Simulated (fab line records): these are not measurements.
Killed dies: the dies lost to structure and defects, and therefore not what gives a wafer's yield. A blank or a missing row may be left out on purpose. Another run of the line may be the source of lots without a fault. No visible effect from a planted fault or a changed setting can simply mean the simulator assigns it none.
A struck lot beside a sound one | flow gf180mcu | 24 out of 602 route steps
Sound: these wafers, L291.1, L291.5, L291.6. Wafers struck: L297.2, L297.4, L297.6. The cause is given at the end.
Each step with rows lists, per side, the tool, then ch with its chambers, then its first start. Under that, the readings that differ: sound wafers | struck wafers | difference of the means | sigmas: that difference in standard deviations of wafers without a fault.
alike: same words and numbers on both sides, and readings whose means sit less than 2 such deviations apart. not compared: any withheld reading, any reading some wafer has no value for, any bound like >300 that may hide the same value, and any number with overlapping values for which the record gives no deviation.
Wherever a step has rows on one side only, a row that says differs or no value, or a row with sigmas, the two part there. Numbers that have no deviation but don't overlap get no sigmas and don't part them. A reading missing from all wafers of one side parts the sides only when that side holds two or more wafers.

first, 4 steps without rows for these wafers: GF_TOP_METAL_SOFTBAKE_10 (time 60 s); GF_TOP_METAL_EXPOSE_11 (exposes mask MetalTop, target cd 440 nm); GF_TOP_METAL_PEB_12; GF_TOP_METAL_DEVELOP_13 (develop time 60 s).
GF_TOP_METAL_CD_MEAS_14: target cd 440 nm.
  sound on cd_sem-02 at day 30 17:26; struck on cd_sem-02 at day 32 04:50
  alike: cd_nm
GF_TOP_METAL_OVL_MEAS_15:
  sound on overlay-01 at day 30 17:34; struck on overlay-01 at day 32 04:56
  alike: TOP_METAL_OVL
GF_TOP_METAL_METAL_ETCH_16: etches the open film in Cl2/BCl3, stops on SiO2, target depth 1077.5 nm, time 179.6 s.
  sound on rie_metal-04 ch 0,1, day 30 17:35; struck on rie_metal-03 ch 0, day 32 04:58
  alike: drypump_motor_current_A, oes_product_au, rf_fwd_power_W, throttle_valve_pct
  not compared: rf_hours_counter_h
GF_TOP_METAL_STRIP_17: strips in O2/N2.
  sound on plasma_asher-01 ch 0,1, day 30 17:46; struck on plasma_asher-01 ch 0,1, day 32 05:09
  reading               | sound             | struck            | difference | sigmas
  oes_product_au (a.u.) | 0.711 0.711 0.716 | 0.699 0.704 0.706 | -0.010     | -2
  alike: drypump_motor_current_A, heater_power_w, strip_time_to_endpoint_s
  not compared: rf_hours_counter_h
then, 2 steps without rows for these wafers: GF_TOP_METAL_STRIP_18 (strips in post etch residue remover, time 1200 s); GF_TOP_METAL_CLEAN_19 (cleans in DIW).
GF_PASSIVATION_CVD_00: deposits SiO2 from TEOS, target thk 1000 nm, time 111.95 s.
  sound on pecvd-01 ch 0,1,2, day 30 18:20; struck on pecvd-03 ch 0,2, day 32 05:41
  alike: heater_power_w, rf_fwd_power_W
GF_PASSIVATION_THK_MEAS_01:
  sound on film_metro-01 at day 30 18:25; struck on film_metro-04 at day 32 05:46
  alike: PASSIVATION_CVD_00_THK
GF_PASSIVATION_CVD_02: deposits Si3N4, target thk 700 nm, time 486.18 s.
  sound on pecvd-04 ch 0,1,2, day 30 18:28; struck on pecvd-04 ch 0,1,2, day 32 05:49
  reading                                       | sound             | struck            | difference | sigmas
  model.Si3N4_of_PASSIVATION_CVD_02.thk_nm (nm) | 693.5 693.5 714.5 | 795.8 787.1 803.5 | +95.0      |
  alike: heater_power_w, rf_fwd_power_W
GF_PASSIVATION_THK_MEAS_03:
  sound on film_metro-04 at day 30 18:46; struck on film_metro-04 at day 32 06:10
  reading                     | sound       | struck      | difference | sigmas
  PASSIVATION_CVD_02_THK (nm) | 693 694 715 | 796 787 803 | +95        | +11
then, 7 steps without rows for these wafers: GF_PASSIVATION_DEHYDRATE_04 (time 60 s); GF_PASSIVATION_HMDS_05 (prime time 60 s); GF_PASSIVATION_COAT_06 (resist thk 4000 nm); GF_PASSIVATION_SOFTBAKE_07; GF_PASSIVATION_EXPOSE_08 (exposes mask Pad, target cd 40000 nm); GF_PASSIVATION_PEB_09; GF_PASSIVATION_DEVELOP_10 (develop time 60 s).
GF_PASSIVATION_ETCH_11: etches the open film in CF4/O2, stops on TiN, target depth 1800 nm, time 408.5 s.
  sound on rie_diel-01 ch 0,1,3, day 31 13:13; struck on rie_diel-04 ch 0,1,3, day 32 22:47
  reading                                 | sound             | struck            | difference | sigmas
  oes_product_au (a.u.)                   | 0.954 0.958 0.955 | 0.978 0.989 0.994 | +0.031     | +4
  model.etch.depth_nm (nm)                | 1687 1687 1710    | 1779 1800 1825    | +107       |
  model.PASSIVATION.feature_depth_nm (nm) | 1687 1687 1710    | 1779 1800 1825    | +107       |
  alike: drypump_motor_current_A, throttle_valve_pct
  not compared: rf_hours_counter_h
GF_PASSIVATION_STRIP_12: strips in O2/N2.
  sound on plasma_asher-02 ch 0,1, day 31 13:28; struck on plasma_asher-04 ch 1, day 32 23:01
  alike: drypump_motor_current_A, heater_power_w, oes_product_au, strip_time_to_endpoint_s
  not compared: rf_hours_counter_h
GF_PASSIVATION_PROBE_99:
  record: rows for the struck wafers here (prober-02, day 33 00:49), none for the sound ones

== WHERE THEY PART ==
Earliest at GF_TOP_METAL_STRIP_17; latest, in this record, at GF_PASSIVATION_PROBE_99.

WHY: whatever the simulator had introduced
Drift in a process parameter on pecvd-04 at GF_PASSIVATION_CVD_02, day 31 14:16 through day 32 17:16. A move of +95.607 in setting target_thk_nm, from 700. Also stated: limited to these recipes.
